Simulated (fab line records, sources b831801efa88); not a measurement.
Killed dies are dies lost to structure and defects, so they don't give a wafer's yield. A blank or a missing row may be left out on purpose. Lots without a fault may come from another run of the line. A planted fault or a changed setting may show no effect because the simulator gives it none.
Chamber matching | flow gf180mcu | GF_V5_CVD_02 on pecvd-02: 3 sister chambers
The step deposits SiO2 from TEOS, target thk 1450 nm, time 163.28 s. 18 wafers are shown with their chamber, then 9 later ones without.

WAFERS WITH THEIR CHAMBER
wafer  | chamber | heater_power_w (W)
L074.1 | 2       | 788
L074.3 | 1       | 461
L074.4 | 1       | 532
L077.1 | 1       | 545
L077.2 | 0       | 750
L077.3 | 2       | 811
L077.4 | 1       | 429
L077.5 | 0       | 607
L077.6 | 2       | 658
L080.2 | 0       | 750
L080.3 | 1       | 499
L080.4 | 0       | 593
L084.1 | 1       | 521
L084.2 | 0       | 761
L084.3 | 2       | 782
L084.4 | 2       | 684
L084.5 | 0       | 577
L084.6 | 1       | 432

SIGNATURES (means of the wafers above)
reading        | chamber 0 | chamber 1 | chamber 2 | scatter within a chamber
heater_power_w | 673.00    | 488.43    | 744.60    | 69.4
Rule: a wafer's distance from a chamber is the root of the sum, over the readings, of the square of ((its reading less the chamber's mean) divided by the reading's scatter). The wafer belongs to the nearest chamber; if the next one is less than 2 further off, it can't be placed. The scatter: the root of (the sum of the squares of (reading less its chamber's mean) over the shown wafers, divided by (wafers less chambers)).

WAFERS WITHOUT THEIR CHAMBER
wafer  | heater_power_w (W)
L086.1 | 595
L086.2 | 536
L086.4 | 690
L087.2 | 684
L087.3 | 601
L087.6 | 532
L093.1 | 548
L093.3 | 676
L093.4 | 751

WHICH CHAMBER EACH WENT THROUGH
wafer  | from the rows above          | in truth
L086.1 | can't be placed: 0 or 1 or 2 | 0
L086.2 | can't be placed: 1 or 0      | 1
L086.4 | can't be placed: 0 or 2      | 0
L087.2 | can't be placed: 0 or 2      | 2
L087.3 | can't be placed: 0 or 1 or 2 | 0
L087.6 | can't be placed: 1 or 0      | 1
L093.1 | can't be placed: 1 or 0 or 2 | 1
L093.3 | can't be placed: 0 or 2      | 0
L093.4 | can't be placed: 2 or 0      | 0
Placed correctly: 0 of 9. Can't be placed from these rows: 9 (the true chamber is among the candidates in 9). Placed wrongly: 0.
